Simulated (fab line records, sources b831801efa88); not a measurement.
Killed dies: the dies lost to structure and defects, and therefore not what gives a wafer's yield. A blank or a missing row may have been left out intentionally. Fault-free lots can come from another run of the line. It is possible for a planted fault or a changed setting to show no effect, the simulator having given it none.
fab line records -- flow sky130
record lots=6, wafers=18, last_day=50
route steps=708 shown VIA1@462 PAD_OPEN@708
lots untouched by any fault: they come from a run of this same line in which no faults occurred
start_h: the number of hours between the record's first day and the start of the first shown wafer of the lot -- wait_h: hours from the lot's prior step to this one -- " repeats the value in the row above -- L1.1+2: one row covering several wafers at once -- - value missing, or start not given -- * or withheld: withheld -- < > ~ a bound
route shown NAME@n: NAME is a module with steps in the file, n the number in the route of the first one -- usual: mean/standard deviation taken from wafers without a fault -- same: alike in all rows -- chamber/n: place in a boat -- sites: each site's reading -- _std_site: standard deviation across them -- _edge_site: outer sites' mean less inner sites' -- radius_mm: for every site, how far away it sits from the centre of the wafer -- mask NAME#n: copy n -- behind: the most recent tool/chamber to have shaped the wafer -- hold: the reason the lot was held/the length of the hold in hours/how it ended -- device: whichever transistor did not switch (one of n, p or np) -- end of line: tests of these same wafers at the route's end -- step lacking rows: just its recipe -- killed: the dies lost at the first sort to structure and to defects; this is not the yield of the wafer -- map: a wafer's dies, marking killed ones x, the rest . and places with no die _
set.NAME: setting as actually run; set.NAME@STEP: the setting as run at that earlier step -- model.NAME: the simulator's own value behind a step, which no gauge read
lots seen at some steps along the route; tables by step, rows by wafer
services: a tool's chamber out of use, with start hour (start_h, from the record's first day; less than 0 if before it), hours out, and reason
## steps
# step SKY_VIA1_DEHYDRATE_04
# recipe temp_c=200, time_s=60
# step SKY_VIA1_HMDS_05
# recipe prime_time_s=60, prime_temp_c=119
# step SKY_VIA1_COAT_06
# recipe resist=BARC, temp_c=withheld, time_s=withheld, spin_rpm=3000, resist_thk_nm=60
# step SKY_VIA1_COAT_07
# recipe resist=KrF-thick, spin_rpm=3000, resist_thk_nm=450
# step SKY_VIA1_SOFTBAKE_08
# recipe temp_c=100, time_s=90, resist=KrF-thick
# step SKY_VIA1_EXPOSE_09
# recipe mask_id=VIM, na=0.8, source_shape=annular, sigma_inner=0.55, sigma_outer=0.85, target_cd_nm=150, dose_mj=38
# step SKY_VIA1_PEB_10
# recipe peb_temp_c=withheld, peb_time_s=withheld, resist=KrF-thick
# step SKY_VIA1_DEVELOP_11
# recipe develop_time_s=60, resist=KrF-thick, dev_temp_c=21
# step SKY_VIA1_CD_MEAS_12
# recipe target_cd_nm=150
# usual cd_nm=150.1/2
lot.wafer,tool,chamber,start_h,wait_h,cd_nm
L938.2,cd_sem-02,-,807.30,-,148.8
L938.3,cd_sem-02,-,807.30,-,147.7
L938.4,cd_sem-02,-,807.30,-,147.9
L940.2,cd_sem-02,-,854.31,-,149.6
L940.3,cd_sem-02,-,854.31,-,148.2
L940.5,cd_sem-02,-,854.31,-,146.5
L947.1,cd_sem-02,-,875.43,-,150.0
L947.2,cd_sem-02,-,875.43,-,150.5
L947.3,cd_sem-02,-,875.43,-,150.8
L949.1,cd_sem-02,-,900.49,-,150.5
L949.4,cd_sem-02,-,900.49,-,150.9
L949.6,cd_sem-02,-,900.49,-,150.5
L957.1,cd_sem-02,-,958.54,-,148.4
L957.2,cd_sem-02,-,958.54,-,146.9
L957.6,cd_sem-02,-,958.54,-,147.4
L959.2,cd_sem-01,-,961.72,-,148.4
L959.4,cd_sem-01,-,961.72,-,148.7
L959.5,cd_sem-01,-,961.72,-,148.4
# step SKY_VIA1_OVL_MEAS_13
# usual VIA1_OVL=-4/5.4
lot.wafer,tool,chamber,start_h,wait_h,VIA1_OVL[nm]
L938.2,overlay-02,-,807.41,0.1,-8
L938.3,overlay-02,-,807.41,0.1,-6
L938.4,overlay-02,-,807.41,0.1,-10
L940.2,overlay-01,-,854.42,0.1,-6
L940.3,overlay-01,-,854.42,0.1,1
L940.5,overlay-01,-,854.42,0.1,2
L947.1,overlay-01,-,875.55,0.1,-11
L947.2,overlay-01,-,875.55,0.1,-11
L947.3,overlay-01,-,875.55,0.1,-9
L949.1,overlay-02,-,900.61,0.1,-4
L949.4,overlay-02,-,900.61,0.1,-1
L949.6,overlay-02,-,900.61,0.1,-4
L957.1,overlay-01,-,958.66,0.1,-2
L957.2,overlay-01,-,958.66,0.1,-6
L957.6,overlay-01,-,958.66,0.1,-4
L959.2,overlay-01,-,961.82,0.1,-2
L959.4,overlay-01,-,961.82,0.1,-7
L959.5,overlay-01,-,961.82,0.1,4
# step SKY_VIA1_ETCH_14
# recipe chemistry=N2/H2, target=BARC, ion_energy_ev=200, source_w=500, bias_w=100, pressure_mtorr=30, n2_flow_sccm=100, h2_flow_sccm=200, stop_on=SiO2, time_s=45.9, target_depth_a=600
# usual drypump_motor_current_A=5.5/0.45, oes_product_au=0.854/0.0045, throttle_valve_pct=13.226/0.0089
lot.wafer,tool,chamber,start_h,wait_h,drypump_motor_current_A,oes_product_au,rf_hours_counter_h,throttle_valve_pct
L938.2,rie_diel-03,2,807.44,0.0,6.0,0.852,15,13.229
L938.3,rie_diel-03,3,807.44,0.0,6.2,0.851,26,13.228
L938.4,rie_diel-03,0,807.44,0.0,5.2,0.855,10,13.216
L940.2,rie_diel-03,0,854.45,0.0,5.2,0.845,12,13.217
L940.3,rie_diel-03,1,854.45,0.0,5.1,0.851,17,13.231
L940.5,rie_diel-03,1,854.45,0.0,5.1,0.846,-,13.239
L947.1,rie_diel-01,3,875.59,0.0,5.8,0.845,17,13.211
L947.2,rie_diel-01,0,875.59,0.0,5.9,0.851,7,13.236
L947.3,rie_diel-01,1,875.59,0.0,5.4,0.858,4,13.231
L949.1,rie_diel-01,0,900.65,0.0,5.9,0.856,8,13.219
L949.4,rie_diel-01,2,900.65,0.0,5.3,0.856,0,13.243
L949.6,rie_diel-01,1,900.65,0.0,5.3,0.852,-,13.210
L957.1,rie_diel-03,1,958.70,0.0,5.1,0.855,21,13.228
L957.2,rie_diel-03,0,958.70,0.0,5.2,0.862,15,13.232
L957.6,rie_diel-03,0,958.70,0.0,5.2,0.850,-,13.221
L959.2,rie_diel-02,2,961.85,0.0,5.8,0.850,5,13.237
L959.4,rie_diel-02,1,961.85,0.0,5.0,0.850,21,13.217
L959.5,rie_diel-02,2,961.85,0.0,5.8,0.849,-,13.214
# step SKY_VIA1_ETCH_15
# recipe target=SiO2, chemistry=C4F8/O2/Ar, target_depth_nm=351, stop_on=TiN, mask_material=KrF-thick, source_w=1500, bias_w=1200, pressure_mtorr=40, c4f8_flow_sccm=withheld, O2_flow_sccm=6, Ar_flow_sccm=300, time_s=54
# usual oes_product_au=0.981/0.0064
lot.wafer,tool,chamber,start_h,wait_h,oes_product_au,rf_hours_counter_h
L938.2,rie_diel-03,2,807.48,0.0,0.980,15
L938.3,rie_diel-03,3,807.48,0.0,0.986,26
L938.4,rie_diel-03,0,807.48,0.0,0.984,10
L940.2,rie_diel-03,0,854.49,0.0,0.981,12
L940.3,rie_diel-03,1,854.49,0.0,0.980,17
L940.5,rie_diel-03,1,854.49,0.0,0.989,-
L947.1,rie_diel-01,3,875.63,0.0,0.983,17
L947.2,rie_diel-01,0,875.63,0.0,0.980,7
L947.3,rie_diel-01,1,875.63,0.0,0.977,4
L949.1,rie_diel-01,0,900.69,0.0,0.987,9
L949.4,rie_diel-01,2,900.69,0.0,0.970,0
L949.6,rie_diel-01,1,900.69,0.0,0.975,-
L957.1,rie_diel-03,1,958.74,0.0,0.976,21
L957.2,rie_diel-03,0,958.74,0.0,0.986,15
L957.6,rie_diel-03,0,958.74,0.0,0.979,-
L959.2,rie_diel-02,2,961.89,0.0,0.982,5
L959.4,rie_diel-02,1,961.89,0.0,0.982,21
L959.5,rie_diel-02,2,961.89,0.0,0.974,-
# step SKY_VIA1_STRIP_16
# recipe chemistry=O2/N2, power_w=1400, pressure_mtorr=1500, platen_temp_c=withheld, o2_flow_sccm=3000, n2_flow_sccm=300, overash_fraction=0.5
# usual chamber_pressure_mTorr=1500.0/1.3, drypump_motor_current_A=5.5/0.33, oes_product_au=0.415/0.0045, strip_time_to_endpoint_s=4.460/0.022
lot.wafer,tool,chamber,start_h,wait_h,chamber_pressure_mTorr,drypump_motor_current_A,oes_product_au,rf_hours_counter_h,strip_time_to_endpoint_s,model.KrF-thick_of_VIA1_COAT_07.thk_nm
L938.2,plasma_asher-01,0,807.53,0.0,1499.5,5.3,0.419,6,4.455,0
L938.3,plasma_asher-01,1,807.53,0.0,1501.5,5.5,0.410,-,4.475,0
L938.4,plasma_asher-01,0,807.53,0.0,1499.9,5.3,0.423,-,4.463,0
L940.2,plasma_asher-04,1,854.54,0.0,1501.6,5.7,0.415,73,4.420,0
L940.3,plasma_asher-04,0,854.54,0.0,1499.2,5.9,0.417,-,4.420,0
L940.5,plasma_asher-04,1,854.54,0.0,1500.6,5.7,0.413,-,4.413,0
L947.1,plasma_asher-01,0,875.68,0.0,-,-,-,-,-,322.1
L947.2,plasma_asher-01,1,875.68,0.0,-,-,-,-,-,322.9
L947.3,plasma_asher-01,1,875.68,0.0,-,-,-,-,-,320.6
L949.1,plasma_asher-01,0,900.74,0.0,-,-,-,-,-,324.8
L949.4,plasma_asher-01,0,900.74,0.0,-,-,-,-,-,326.3
L949.6,plasma_asher-01,1,900.74,0.0,-,-,-,-,-,323.2
L957.1,plasma_asher-04,0,958.79,0.0,1500.9,5.8,0.414,84,4.438,0
L957.2,plasma_asher-04,1,958.79,0.0,1501.3,5.7,0.418,84,4.460,0
L957.6,plasma_asher-04,1,958.79,0.0,1502.3,5.7,0.413,-,4.471,0
L959.2,plasma_asher-01,0,961.94,0.0,1501.2,5.3,0.416,23,4.485,0
L959.4,plasma_asher-01,0,961.94,0.0,1500.6,5.3,0.414,-,4.492,0
L959.5,plasma_asher-01,1,961.94,0.0,1501.0,5.5,0.409,-,4.488,0
# step SKY_VIA1_STRIP_17
# recipe chemistry=post_etch_residue_remover, time_s=1200, temp_c=72.5
# step SKY_PAD_OPEN_PROBE_99
# usual defect_limited_yield=82.5/1.9, killed_at_M0_to_M3=42/6.4, killed_at_M4_up=2.9/1.7, killed_at_contacts=25/5.2, killed_at_front_end=16/4.4, killed_at_other=0.4/0.65, killed_dies=86/9.2, killed_on_rim=17/3.9, killed_open=47/6.6, killed_short=39/5.8, sort_bin_3_pad_short=0.9/0.42, sort_bin_5_function=10.4/1.5, sort_bin_6_memory=6.3/1, sort_n_pass=406/9.2, sort_yield_pct=82.5/1.9
# same gross_dies=492, killed_at_back_side=0, sort_bin_4_leakage[%]=0, sort_bin_8_speed[%]=0
lot.wafer,tool,chamber,start_h,wait_h,defect_limited_yield[%],killed_at_M0_to_M3,killed_at_M4_up,killed_at_contacts,killed_at_front_end,killed_at_other,killed_dies,killed_on_rim,killed_open,killed_short,sort_bin_3_pad_short[%],sort_bin_5_function[%],sort_bin_6_memory[%],sort_n_pass,sort_yield_pct[%]
L938.2,prober-02,-,1083.01,0.1,83.3,46,1,25,10,0,82,14,48,34,1.0,9.8,5.9,410,83.3
L938.3,prober-02,-,1083.06,0.2,78.0,50,4,32,21,1,108,19,52,54,1.4,12.8,7.7,384,78.0
L938.4,prober-02,-,1083.11,0.2,79.7,39,5,36,20,0,100,24,57,42,0.6,13.0,6.7,392,79.7
L947.1,prober-02,-,1142.44,0.1,0,450,5,23,14,0,492,96,44,31,0.6,93.1,6.3,0,0
L947.2,prober-02,-,1142.49,0.1,0,446,4,25,17,0,492,96,58,40,0.8,92.5,6.7,0,0
L947.3,prober-02,-,1142.54,0.2,0,454,1,20,16,1,492,96,35,38,0.4,94.3,5.3,0,0
L949.1,prober-02,-,1155.88,0.1,0,451,3,20,18,0,492,96,41,36,0.8,92.9,6.3,0,0
L949.4,prober-02,-,1156.03,0.2,0,451,2,22,16,1,492,96,43,41,0.6,93.1,6.3,0,0
L949.6,prober-02,-,1156.13,0.2,0,452,5,22,12,1,492,96,40,33,1.0,93.5,5.5,0,0
L959.2,prober-02,-,1202.06,0.1,82.1,46,4,21,17,0,88,25,43,45,1.0,10.4,6.5,404,82.1
L959.4,prober-02,-,1202.16,0.2,79.3,53,6,32,11,0,102,15,59,43,0.6,13.6,6.5,390,79.3
L959.5,prober-02,-,1202.21,0.2,80.9,50,5,26,13,0,94,22,51,43,1.4,12.0,5.7,398,80.9
# killed by level:class
L938.2 VIA2:geometric_particle:open=12 VIA1:geometric_particle:open=11 LI_CONTACT:geometric_particle:open=7 CONTACT:geometric_particle:open=7 CONTACT:geometric_particle:short=5 METAL2:geometric_particle:short=5 METAL1:geometric_particle:short=5 FIELD_ISO:geometric_particle:open=4
L938.3 CONTACT:geometric_particle:open=11 VIA3:geometric_particle:open=10 VIA2:geometric_particle:open=9 CONTACT:geometric_particle:short=7 LI_CONTACT:geometric_particle:open=6 FIELD_ISO:geometric_particle:short=5 POLY_GATE:geometric_particle:open=5 LOCAL_INTERCONNECT:geometric_particle:short=5
L938.4 CONTACT:geometric_particle:open=17 VIA1:geometric_particle:open=8 VIA2:geometric_particle:open=7 LI_CONTACT:geometric_particle:open=6 LOCAL_INTERCONNECT:geometric_particle:short=6 FIELD_ISO:geometric_particle:short=5 CONTACT:geometric_particle:short=5 VIA3:geometric_particle:short=5
L947.1 VIA1:area_sputter=417 CONTACT:geometric_particle:open=10 LI_CONTACT:geometric_particle:open=6 FIELD_ISO:geometric_particle:open=5 VIA2:geometric_particle:open=5 VIA3:geometric_particle:open=5 FIELD_ISO:geometric_particle:short=4 METAL1:geometric_particle:short=4
L947.2 VIA1:area_sputter=394 VIA1:geometric_particle:open=15 LI_CONTACT:geometric_particle:open=11 VIA1:geometric_particle:short=7 CONTACT:geometric_particle:open=7 VIA2:geometric_particle:open=6 FIELD_ISO:geometric_particle:open=5 METAL1:geometric_particle:short=5
L947.3 VIA1:area_sputter=419 CONTACT:geometric_particle:open=8 VIA3:geometric_particle:open=6 VIA1:geometric_particle:open=6 POLY_GATE:geometric_particle:short=5 LI_CONTACT:geometric_particle:open=5 VIA2:geometric_particle:open=5 CONTACT:geometric_particle:short=4
L949.1 VIA1:area_sputter=415 CONTACT:geometric_particle:open=8 CONTACT:geometric_particle:short=7 VIA1:geometric_particle:open=7 VIA2:geometric_particle:open=6 FIELD_ISO:geometric_particle:short=5 POLY_GATE:geometric_particle:open=5 VIA3:geometric_particle:open=4
L949.4 VIA1:area_sputter=406 CONTACT:geometric_particle:open=10 VIA1:geometric_particle:open=9 VIA2:geometric_particle:open=9 METAL1:geometric_particle:short=6 FIELD_ISO:geometric_particle:short=5 VIA1:geometric_particle:short=5 VIA2:geometric_particle:short=5
L949.6 VIA1:area_sputter=418 CONTACT:geometric_particle:open=9 VIA2:geometric_particle:open=8 METAL1:geometric_particle:short=7 CONTACT:geometric_particle:short=5 VIA1:geometric_particle:open=5 VIA3:geometric_particle:open=5 LOCAL_INTERCONNECT:geometric_particle:short=4
L959.2 VIA3:geometric_particle:open=9 METAL1:geometric_particle:short=8 CONTACT:geometric_particle:open=8 VIA1:geometric_particle:open=6 VIA1:geometric_particle:short=5 SPACER:geometric_particle:open=4 LI_CONTACT:geometric_particle:short=4 METAL2:geometric_particle:short=4
L959.4 CONTACT:geometric_particle:open=13 METAL1:geometric_particle:short=9 VIA1:geometric_particle:open=9 METAL2:geometric_particle:short=8 LI_CONTACT:geometric_particle:open=7 VIA2:geometric_particle:open=6 VIA3:geometric_particle:open=6 FIELD_ISO:geometric_particle:open=4
L959.5 VIA3:geometric_particle:open=13 VIA1:geometric_particle:open=9 METAL2:geometric_particle:short=9 LI_CONTACT:geometric_particle:open=8 CONTACT:geometric_particle:open=8 LOCAL_INTERCONNECT:geometric_particle:short=5 VIA2:geometric_particle:open=5 POLY_GATE:geometric_particle:short=4
# map L947.1 (x killed, . not)
__________xxxxxxxxxx_________
________xxxxxxxxxxxxxx_______
______xxxxxxxxxxxxxxxxxx_____
_____xxxxxxxxxxxxxxxxxxxx____
____xxxxxxxxxxxxxxxxxxxxxx___
___xxxxxxxxxxxxxxxxxxxxxxxx__
__xxxxxxxxxxxxxxxxxxxxxxxxxx_
_xxxxxxxxxxxxxxxxxxxxxxxxxxxx
_xxxxxxxxxxxxxxxxxxxxxxxxxxxx
_xxxxxxxxxxxxxxxxxxxxxxxxxxxx
_xxxxxxxxxxxxxxxxxxxxxxxxxxxx
_xxxxxxxxxxxxxxxxxxxxxxxxxxxx
_xxxxxxxxxxxxxxxxxxxxxxxxxxxx
_xxxxxxxxxxxxxxxxxxxxxxxxxxxx
_xxxxxxxxxxxxxxxxxxxxxxxxxxxx
__xxxxxxxxxxxxxxxxxxxxxxxxxx_
___xxxxxxxxxxxxxxxxxxxxxxxx__
____xxxxxxxxxxxxxxxxxxxxxx___
_____xxxxxxxxxxxxxxxxxxxx____
______xxxxxxxxxxxxxxxxxx_____
________xxxxxxxxxxxxxx_______
__________xxxxxxxxxx_________
# map L949.1 (x killed, . not)
__________xxxxxxxxxx_________
________xxxxxxxxxxxxxx_______
______xxxxxxxxxxxxxxxxxx_____
_____xxxxxxxxxxxxxxxxxxxx____
____xxxxxxxxxxxxxxxxxxxxxx___
___xxxxxxxxxxxxxxxxxxxxxxxx__
__xxxxxxxxxxxxxxxxxxxxxxxxxx_
_xxxxxxxxxxxxxxxxxxxxxxxxxxxx
_xxxxxxxxxxxxxxxxxxxxxxxxxxxx
_xxxxxxxxxxxxxxxxxxxxxxxxxxxx
_xxxxxxxxxxxxxxxxxxxxxxxxxxxx
_xxxxxxxxxxxxxxxxxxxxxxxxxxxx
_xxxxxxxxxxxxxxxxxxxxxxxxxxxx
_xxxxxxxxxxxxxxxxxxxxxxxxxxxx
_xxxxxxxxxxxxxxxxxxxxxxxxxxxx
__xxxxxxxxxxxxxxxxxxxxxxxxxx_
___xxxxxxxxxxxxxxxxxxxxxxxx__
____xxxxxxxxxxxxxxxxxxxxxx___
_____xxxxxxxxxxxxxxxxxxxx____
______xxxxxxxxxxxxxxxxxx_____
________xxxxxxxxxxxxxx_______
__________xxxxxxxxxx_________
## services
tool,chamber,start_h,hours,kind
rie_diel-03,0,792.47,9.0,repair
rie_diel-02,1,802.30,9.7,repair
rie_diel-01,2,821.71,4.1,repair
rie_diel-02,0,841.31,7.5,repair
rie_diel-03,3,842.44,16.7,repair
rie_diel-01,1,851.81,9.4,repair
rie_diel-03,-,866.49,10.2,repair
rie_diel-01,2,871.24,-,clean
rie_diel-01,2,871.24,12.9,scheduled_down
rie_diel-01,2,871.24,12.9,vent_cycle
rie_diel-02,0,875.42,13.0,repair
rie_diel-03,2,875.81,4.5,repair
rie_diel-03,3,924.14,-,clean
rie_diel-03,3,924.14,-,consumable_replace:showerhead
rie_diel-03,3,924.14,28.0,scheduled_down
rie_diel-03,3,924.14,28.0,vent_cycle
rie_diel-03,0,924.60,9.7,repair
rie_diel-03,3,958.20,1.3,repair
## key
first_sign step=SKY_VIA1_STRIP_16, reading=tool_record, direction=missing
effect step=SKY_PAD_OPEN_PROBE_99, reading=killed_at_M0_to_M3, direction=up, sigmas=64, usual=42, struck=451
model_effect step=SKY_VIA1_STRIP_16, value=KrF-thick_of_VIA1_COAT_07.thk_nm, without=0, struck=323.3
more_kills_born_at SKY_VIA1_SPUTTER_20@pvd_sputter-04=2469
met_at SKY_VIA1_STRIP_16
struck_wafers L947.1,L947.2,L947.3,L949.1,L949.4,L949.6
later_rows_left_out L947.1,L947.2,L947.3,L949.1,L949.4,L949.6
onset_between 807.53 875.68
fault kind=skipped_step_whole, tool=plasma_asher-01, chamber=-, onset_h=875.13, steps=SKY_VIA1_STRIP_16, scope=struck_lots_only
# later_rows_left_out: the simulator's readings of these wafers behind a module that went badly wrong aren't trusted and aren't shown, but for the sort
